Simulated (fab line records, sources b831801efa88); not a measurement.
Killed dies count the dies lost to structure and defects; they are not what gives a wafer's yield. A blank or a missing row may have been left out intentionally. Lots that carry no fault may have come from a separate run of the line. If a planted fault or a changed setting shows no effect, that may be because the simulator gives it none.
fab line records ; flow gf180mcu
[record] lots = 15; wafers = 45; last-day = 34
route steps=602 shown VT_IMPLANT@131
lots untouched by any fault: they come from a run of this same line in which no faults occurred
start-h: the number of hours between the record's first day and the start of the first shown wafer of the lot ; wait-h: hours since the lot's step before ; " repeats the value in the row above ; L1.1+2: one row covering several wafers at once ; - either no value or no given start ; * or withheld: withheld ; < > ~ a bound
route shown NAME@n: a module of which the file shows steps, and the number in the route of the first ; usual: average and standard deviation across the fault-free wafers ; same: alike in all rows ; chamber/n: place in a boat ; sites: each site's reading ; _std_site: standard deviation of those values ; _edge_site: outer sites' mean less inner sites' ; radius-mm: how far each site lies from the wafer's centre ; mask NAME#n: copy n ; behind: the most recent tool/chamber to have shaped the wafer ; hold: cause of the lot's hold/its duration in hours/its outcome ; device: which transistor (n, p or np) failed to switch ; end of line: tests run on the same wafers once the route is complete ; for a step that has no rows: nothing shown but its recipe ; killed: count of dies lost to structure and defects at first sort (not the wafer's yield) ; map: per-die view of a wafer (x killed, . not killed, _ where there is no die)
set.NAME: the setting the step ran with; set.NAME@STEP: the setting that earlier step ran with ; model.NAME: the simulator's own value behind a step, which no gauge read
one table for each step of the route and one row for each wafer, over a sample of lots
services: when a tool's chamber went out of use (start-h, in hours from the record's first day, below 0 if earlier), for how many hours, and the reason
[[steps]]
[step GF_VT_IMPLANT_IMPLANT_41]
[recipe] species = As; energy-kev = 70; dose-cm2 = 1.013e+12; tilt-deg = 7
[usual] beam-energy-keV = 70.004/0.019; dose-ions-cm2 = 1.0132e+12/1e+09; faraday-current-uA = 5.74/0.12
lot.wafer;tool;chamber;start-h;wait-h;beam-energy-keV;dose-ions-cm2;faraday-current-uA
L727.1;implanter-04;0;156.97;0.0;69.986;1.0118e+12;5.68
L727.4;implanter-04;0;156.97;0.0;69.993;1.0147e+12;5.76
L727.5;implanter-04;0;156.97;0.0;69.987;1.0116e+12;5.79
L729.1;implanter-04;0;170.98;0.0;70.018;1.0126e+12;5.76
L729.3;implanter-04;0;170.98;0.0;70.010;1.0132e+12;5.61
L729.4;implanter-04;0;170.98;0.0;70.036;1.0136e+12;5.75
L728.2;implanter-01;0;172.27;0.0;70.033;1.0126e+12;5.63
L728.3;implanter-01;0;172.27;0.0;70.002;1.0128e+12;5.70
L728.6;implanter-01;0;172.27;0.0;70.019;1.0126e+12;5.81
L730.1;implanter-03;0;178.37;0.0;69.997;1.014e+12;5.72
L730.2;implanter-03;0;178.37;0.0;70.013;1.0136e+12;5.52
L730.4;implanter-03;0;178.37;0.0;69.995;1.0139e+12;5.85
L731.1;implanter-04;0;185.65;0.0;70.019;1.0156e+12;5.62
L731.3;implanter-04;0;185.65;0.0;70.007;1.0127e+12;5.65
L731.6;implanter-04;0;185.65;0.0;69.991;1.0151e+12;5.94
L733.1;implanter-03;0;199.60;0.0;70.004;1.0125e+12;5.82
L733.3;implanter-03;0;199.60;0.0;70.026;1.0133e+12;5.64
L733.6;implanter-03;0;199.60;0.0;69.985;1.0134e+12;5.63
L734.2;implanter-01;0;207.59;0.0;70.025;1.0142e+12;6.05
L734.3;implanter-01;0;207.59;0.0;69.998;1.0143e+12;5.91
L734.4;implanter-01;0;207.59;0.0;70.022;1.0148e+12;5.83
L737.4;implanter-04;0;229.01;0.1;69.997;7.455e+11;4.07
L737.5;implanter-04;0;229.01;0.1;69.977;7.444e+11;4.35
L737.6;implanter-04;0;229.01;0.1;69.983;7.437e+11;4.17
L739.3;implanter-04;0;239.28;0.1;70.008;7.458e+11;4.16
L739.4;implanter-04;0;239.28;0.1;69.982;7.443e+11;4.22
L739.5;implanter-04;0;239.28;0.1;70.015;7.447e+11;4.17
L741.3;implanter-04;0;254.15;0.1;70.011;7.43e+11;4.30
L741.4;implanter-04;0;254.15;0.1;70.013;7.448e+11;4.19
L741.6;implanter-04;0;254.15;0.1;70.000;7.44e+11;4.04
L745.2;implanter-03;0;278.37;0.0;70.015;1.0118e+12;5.98
L745.3;implanter-03;0;278.37;0.0;69.980;1.0131e+12;5.61
L745.5;implanter-03;0;278.37;0.0;70.006;1.0125e+12;5.78
L746.2;implanter-01;0;285.41;0.0;70.003;1.013e+12;5.66
L746.5;implanter-01;0;285.41;0.0;70.013;1.0131e+12;5.71
L746.6;implanter-01;0;285.41;0.0;70.003;1.0133e+12;5.77
L748.1;implanter-01;0;297.47;0.0;70.014;1.0135e+12;5.91
L748.3;implanter-01;0;297.47;0.0;70.028;1.0128e+12;5.77
L748.6;implanter-01;0;297.47;0.0;70.039;1.014e+12;5.84
L749.1;implanter-04;0;306.20;0.0;70.011;1.0127e+12;5.77
L749.5;implanter-04;0;306.20;0.0;70.000;1.0122e+12;5.74
L749.6;implanter-04;0;306.20;0.0;69.989;1.0135e+12;5.60
L750.3;implanter-01;0;315.52;0.1;69.969;1.0141e+12;5.72
L750.4;implanter-01;0;315.52;0.1;70.043;1.0147e+12;5.85
L750.5;implanter-01;0;315.52;0.1;70.004;1.0127e+12;5.91
[step GF_VT_IMPLANT_TW_MEAS_43]
[usual] VT_IMPLANT_4_TW = 690/6.6
lot.wafer;tool;chamber;start-h;wait-h;VT_IMPLANT_4_TW
L727.1;film-metro-04;-;157.22;0.1;682
L727.4;film-metro-04;-;157.22;0.1;681
L727.5;film-metro-04;-;157.22;0.1;679
L729.1;film-metro-04;-;171.23;0.1;685
L729.3;film-metro-04;-;171.23;0.1;688
L729.4;film-metro-04;-;171.23;0.1;683
L728.2;film-metro-01;-;172.51;0.1;700
L728.3;film-metro-01;-;172.51;0.1;697
L728.6;film-metro-01;-;172.51;0.1;702
L730.1;film-metro-04;-;178.62;0.1;690
L730.2;film-metro-04;-;178.62;0.1;688
L730.4;film-metro-04;-;178.62;0.1;685
L731.1;film-metro-01;-;185.90;0.1;700
L731.3;film-metro-01;-;185.90;0.1;701
L731.6;film-metro-01;-;185.90;0.1;699
L733.1;film-metro-04;-;199.87;0.1;689
L733.3;film-metro-04;-;199.87;0.1;685
L733.6;film-metro-04;-;199.87;0.1;685
L734.2;film-metro-01;-;207.83;0.1;698
L734.3;film-metro-01;-;207.83;0.1;698
L734.4;film-metro-01;-;207.83;0.1;694
L737.4;film-metro-01;-;229.22;0.1;633
L737.5;film-metro-01;-;229.22;0.1;632
L737.6;film-metro-01;-;229.22;0.1;634
L739.3;film-metro-04;-;239.53;0.1;619
L739.4;film-metro-04;-;239.53;0.1;620
L739.5;film-metro-04;-;239.53;0.1;619
L741.3;film-metro-04;-;254.37;0.1;621
L741.4;film-metro-04;-;254.37;0.1;624
L741.6;film-metro-04;-;254.37;0.1;626
L745.2;film-metro-04;-;278.61;0.1;692
L745.3;film-metro-04;-;278.61;0.1;691
L745.5;film-metro-04;-;278.61;0.1;690
L746.2;film-metro-04;-;285.64;0.1;689
L746.5;film-metro-04;-;285.64;0.1;689
L746.6;film-metro-04;-;285.64;0.1;692
L748.1;film-metro-04;-;297.72;0.1;687
L748.3;film-metro-04;-;297.72;0.1;685
L748.6;film-metro-04;-;297.72;0.1;686
L749.1;film-metro-01;-;306.45;0.1;697
L749.5;film-metro-01;-;306.45;0.1;697
L749.6;film-metro-01;-;306.45;0.1;700
L750.3;film-metro-03;-;315.74;0.1;681
L750.4;film-metro-03;-;315.74;0.1;680
L750.5;film-metro-03;-;315.74;0.1;679
[[services]]
tool;chamber;start-h;hours;kind
implanter-01;-;152.04;3.7;pm
implanter-03;-;160.52;2.2;repair
implanter-03;-;212.02;2.4;repair
implanter-03;-;217.88;5.2;pm
implanter-04;-;288.12;4.2;repair
[[key]]
[first-sign] step = GF_VT_IMPLANT_IMPLANT_41; reading = dose-ions-cm2; direction = down; sigmas = 99+; usual = 1.0132e+12; struck = 7.445e+11
[effect] step = GF_VT_IMPLANT_IMPLANT_41; reading = faraday-current-uA; direction = down; sigmas = 13; usual = 5.74; struck = 4.18
[effect] step = GF_VT_IMPLANT_TW_MEAS_43; reading = VT_IMPLANT_4_TW; direction = down; sigmas = 9.8; usual = 690; struck = 625
met-at GF_VT_IMPLANT_IMPLANT_41
struck-lots L737,L739,L741
tester-left-out L737,L739,L741
onset-between 185.65 229.01
[fault] kind = process-parameter-drift; tool = implanter-04; chamber = -; onset-h = 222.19; steps = GF_VT_IMPLANT_IMPLANT_41; channel = dose-cm2; offset = -2.6799e+11; shape = step; end-h = 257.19; acts-in = these-recipes-only; stated = 1.013e+12
// tester-left-out: of these lots the tester's yield and bins aren't shown, on N5 and GAA mostly nor the transistor test; their killed dies are dies lost to structure and defects alone, not to doping, threshold or leakage, so they don't give the yield
